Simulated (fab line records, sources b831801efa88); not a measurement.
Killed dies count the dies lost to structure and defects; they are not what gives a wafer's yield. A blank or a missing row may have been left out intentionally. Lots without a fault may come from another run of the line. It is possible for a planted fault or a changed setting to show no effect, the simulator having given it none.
Struck lot and sound lot, side by side | flow sky130 | 30 out of 708 route steps
Sound: wafers L650.4, L650.5, L650.6. Wafers L655.1, L655.2, L655.5 were the ones struck. The cause is named last.
Each step with rows lists, per side, the tool, then ch with its chambers, then its first start. Under that, the readings that differ: sound wafers | struck wafers | difference of the means | sigmas: that difference in standard deviations of wafers without a fault.
alike: a reading whose means differ by less than 2 such deviations, as well as words and numbers matching on both sides. not compared: withheld readings; readings where some wafer has no value; bounds like >300 that might hide an equal value; numbers whose values overlap and for which the record gives no deviation.
A row with sigmas, a row that says differs or no value, or rows on one side alone: a step with any of these is where the two part. Numbers that don't overlap but have no deviation are shown without sigmas and don't part them. A reading that every wafer of one side lacks parts them only if that side has two wafers or more.

SKY_PWDE_STRIP_09: strips in O2/N2.
  sound on plasmaAsher-03 ch 0,1, day 4 14:05; struck on plasmaAsher-01 ch 0,1, day 5 18:15
  alike: drypumpMotorCurrentA, oesProductAu, stripTimeToEndpointS
  not compared: rfHoursCounterH
SKY_PWDE_TW_MEAS_10:
  sound on filmMetro-01 at day 4 14:11; struck on filmMetro-01 at day 5 18:21
  alike: PWDE_TW
then, 7 steps without rows for these wafers: SKY_NWELL_DEHYDRATE_03 (time 60 s); SKY_NWELL_HMDS_04 (prime time 60 s); SKY_NWELL_COAT_05 (resist thk 3000 nm); SKY_NWELL_SOFTBAKE_06; SKY_NWELL_EXPOSE_07 (exposes mask NWM, target cd 840 nm); SKY_NWELL_PEB_08; SKY_NWELL_DEVELOP_09 (develop time 60 s).
SKY_NWELL_OVL_MEAS_10:
  sound on overlay-02 at day 5 07:32; struck on overlay-01 at day 6 12:56
reading           | sound          | struck      | difference | sigmas
NWELL_00_OVL (nm) | -1.3 -1.7 -1.4 | 2.9 1.8 2.7 | +3.9       | +2
then, 2 steps without rows for these wafers: SKY_NWELL_IMPLANT_11; SKY_NWELL_IMPLANT_12.
SKY_NWELL_IMPLANT_13:
  sound on implanter-03 ch 0, day 5 07:55; struck on implanter-03 ch 0, day 6 13:16
reading          | sound                     | struck                       | difference | sigmas
doseIonsCm2      | 7e+11 7.009e+11 7.001e+11 | 5.084e+11 5.084e+11 5.08e+11 | -1.921e+11 | -99 or more
faradayCurrentUA | 3.92 3.91 4.02            | 2.88 2.85 2.82               | -1.10      | -15
SKY_NWELL_STRIP_14: strips in O2/N2.
  sound on plasmaAsher-03 ch 0,1, day 5 08:02; struck on plasmaAsher-02 ch 0,1, day 6 13:25
  alike: drypumpMotorCurrentA, oesProductAu, stripTimeToEndpointS
  not compared: rfHoursCounterH
SKY_NWELL_TW_MEAS_15:
  sound on filmMetro-02 at day 5 08:08; struck on filmMetro-03 at day 6 13:31
  alike: NWELL_TW
then, 7 steps without rows for these wafers: SKY_NWELL_DEHYDRATE_16 (time 60 s); SKY_NWELL_HMDS_17 (prime time 60 s); SKY_NWELL_COAT_18 (resist thk 3000 nm); SKY_NWELL_SOFTBAKE_19; SKY_NWELL_EXPOSE_20 (exposes mask NWM COMPLEMENT, target cd 840 nm); SKY_NWELL_PEB_21; SKY_NWELL_DEVELOP_22 (develop time 60 s).
SKY_NWELL_OVL_MEAS_23:
  sound on overlay-01 at day 6 01:35; struck on overlay-01 at day 7 08:49
  alike: NWELL_01_OVL
after that, 1 step had no rows for these wafers: SKY_NWELL_IMPLANT_24.
SKY_NWELL_STRIP_25: strips in O2/N2.
  sound on plasmaAsher-01 ch 0,1, day 6 01:47; struck on plasmaAsher-01 ch 0,1, day 7 09:00
  alike: drypumpMotorCurrentA, oesProductAu, stripTimeToEndpointS
  not compared: rfHoursCounterH
SKY_NWELL_TW_MEAS_26:
  sound on filmMetro-02 at day 6 01:53; struck on filmMetro-02 at day 7 09:06
  alike: NWELL_2_TW
then, 1 step without rows for these wafers: SKY_NWELL_CLEAN_27 (cleans in SC1/SC2, time 150 s).
SKY_NWELL_RTA_28: time 30 s.
  sound on rtpAnneal-02 ch 0, day 6 02:01; struck on rtpAnneal-02 ch 0, day 7 09:13
  alike: annealTempCMax, lampPowerPct, wafer_temp_C_max
SKY_NWELL_RS_MEAS_29: uses a four-point probe to measure.
  sound on filmMetro-03 at day 6 02:08; struck on filmMetro-01 at day 7 09:19
reading           | sound             | struck            | difference | sigmas
NWELL_RS (ohm/sq) | 624.6 625.5 626.2 | 636.3 633.5 632.5 | +8.7       | +5
-- the record jumps here: 40 days lie between the struck wafers' starts before and after (it left off in module NWELL and takes up again in module PAD_OPEN, whose first step shown is number 708 of the route) --
SKY_PAD_OPEN_PROBE_99:
  sound on prober-01 at day 46 15:17; struck on prober-01 at day 47 21:14
reading                               | sound                   | struck                  | difference | sigmas
model.etest.pfetG5v0d10v5.rOnOhmUm    | 4875 4933 4842          | 4746 4731 4801          | -124       | 
model.etest.pfetG5v0d10v5.driveUaUm   | 328.7 326.4 328.9       | 343.9 344.9 338.3       | +14.4      | 
model.etest.pfet_01v8_lvt.driveUaUm   | 175.8 174.4 172.9       | 184.1 182.2 185.4       | +9.5       | 
model.etest.pfetG5v0d10v5.offLog10AUm | -12.26 -12.59 -12.44    | -11.14 -11.1 -11.28     | +1.26      | 
model.etest.pfet_01v8_lvt.offLog10AUm | -9.064 -9.146 -9.108    | -7.596 -7.505 -7.563    | +1.551     | 
model.etest.pfetG5v0d10v5.vtSatV (V)  | -0.6168 -0.6364 -0.6117 | -0.4973 -0.5131 -0.5024 | +0.1174    | 
model.etest.pfet_16v.vtV (V)          | -1.107 -1.117 -1.115    | -0.9866 -0.9944 -0.9955 | +0.1208    | 
model.etest.pfetG5v0d10v5.vtV (V)     | -0.8282 -0.8395 -0.8209 | -0.7298 -0.7414 -0.7403 | +0.0924    | 
  alike: killed_at_M0_to_M3, killed_at_M4_up, killedAtContacts, killedAtFrontEnd, killedAtOther, killedDies, killedOpen, killedShort

WHERE THEY PART
At SKY_NWELL_OVL_MEAS_10 first; at SKY_NWELL_RS_MEAS_29 last (within this record only). Later steps at which nothing parts them and some readings are alike: SKY_PAD_OPEN_PROBE_99.

WHY: what the simulator had put in
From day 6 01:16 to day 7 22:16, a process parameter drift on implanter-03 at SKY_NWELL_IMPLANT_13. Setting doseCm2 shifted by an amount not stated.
